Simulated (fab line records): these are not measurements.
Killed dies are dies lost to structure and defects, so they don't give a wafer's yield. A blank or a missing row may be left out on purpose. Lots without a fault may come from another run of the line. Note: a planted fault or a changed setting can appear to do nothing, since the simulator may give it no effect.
Code-filled problem report in 8D (eight disciplines) form ; flow gf180mcu ; the parts of the form that need people (team, actions taken, sign-off) are left out

== 1. THE ISSUE ==
Mean of runLengthS at GF_STI_ETCH_14: 90.2 s across 4 wafers in 3 lots; on wafers with no fault it is 131.0 s (standard deviation 0.43). Measured from the usual mean, that is -95 standard deviations.
The step: etches Si in HBr/Cl2/O2, target depth 360 nm, time 102.9 s.
The first sign was on wafer L814.4 at day 5 01:46, on rieSi-02. The record has a number at this step for 42 wafers belonging to 15 lots. The rule behind "out" and "out of limits": a value lying over 4 standard deviations away from the usual mean. The other wafers with a number count as sound.

== 2. WHAT IT IS AND WHAT IT IS NOT ==
question;is;is not
which readings at this step;runLengthS;drypumpMotorCurrentA, oesProductAu, throttleValvePct
which lots;L814, L819, L820;L800, L801, L802, L804, L805, L806, L807, L808, L810, L812, L813, L823
which wafers of those lots;L814.4, L819.1, L820.1, L820.4;L814.6, L819.5
read on which tools;rieSi-02;rieSi-01
when;from day 5 01:46;"up to then (34 sound wafers); but 4 sound wafers of L819, L823 came after"

== 3. THE SUSPECTS, EACH WITH WHAT RULES IT OUT ==
Counting: if a tool at a process step up to the reading ran every lot that is out, it stays a suspect. Sound lots after the first of them don't rule it out here, since some wafers of a struck lot are sound.
- rieSi-02 at GF_STI_ETCH_14 (etches Si in HBr/Cl2/O2, target depth 360 nm, time 102.9 s): kept. It ran every lot that is out, first L814 (day 5 01:46); its last sound lot up to then is L813 (day 4 22:20). Its own runLengthS readings are out on those wafers.
After counting, what remains is rieSi-02 at GF_STI_ETCH_14.

== 4. THE CAUSE (what the simulator had put in) ==
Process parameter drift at GF_STI_ETCH_14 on rieSi-02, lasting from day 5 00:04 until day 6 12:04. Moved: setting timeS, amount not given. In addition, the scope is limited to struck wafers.
After counting, this tool was the only one left.

== 5. THE EFFECT CHAIN, in route order ==
Each row: a reading where the mean over the struck wafers with a number is more than 3 standard deviations away from the usual. Readings are gone through only where the record gives a usual standard deviation; hours: the median, over the lots, of the time from a lot's start at the first step in this table giving one to that lot's start at this step; sigmas: the change measured in usual standard deviations.
hours;step;reading;usual;on struck wafers;change;sigmas
0;GF_STI_ETCH_14;runLengthS;131.0 s;90.2;-40.8;-95
0;GF_STI_STRIP_15;oesProductAu;0.383 a.u.;0.402;+0.019;+4.1
0;GF_STI_STRIP_15;stripTimeToEndpointS;3.72 s;4.20;+0.48;+12
The process steps in it:
- GF_STI_ETCH_14: etches Si in HBr/Cl2/O2, target depth 360 nm, time 102.9 s.
- GF_STI_STRIP_15: strips in O2/N2.
Later measuring or inspecting steps at which every struck wafer that the step has a row for has a number for every such reading, and none has moved that far: GF_NSD_CD_MEAS_07.

== 6. HOW IT WOULD HAVE BEEN CAUGHT EARLIER ==
2 hours passed between the start of the fault at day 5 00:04 and the first reading out of limits in this record, taken at day 5 01:46.
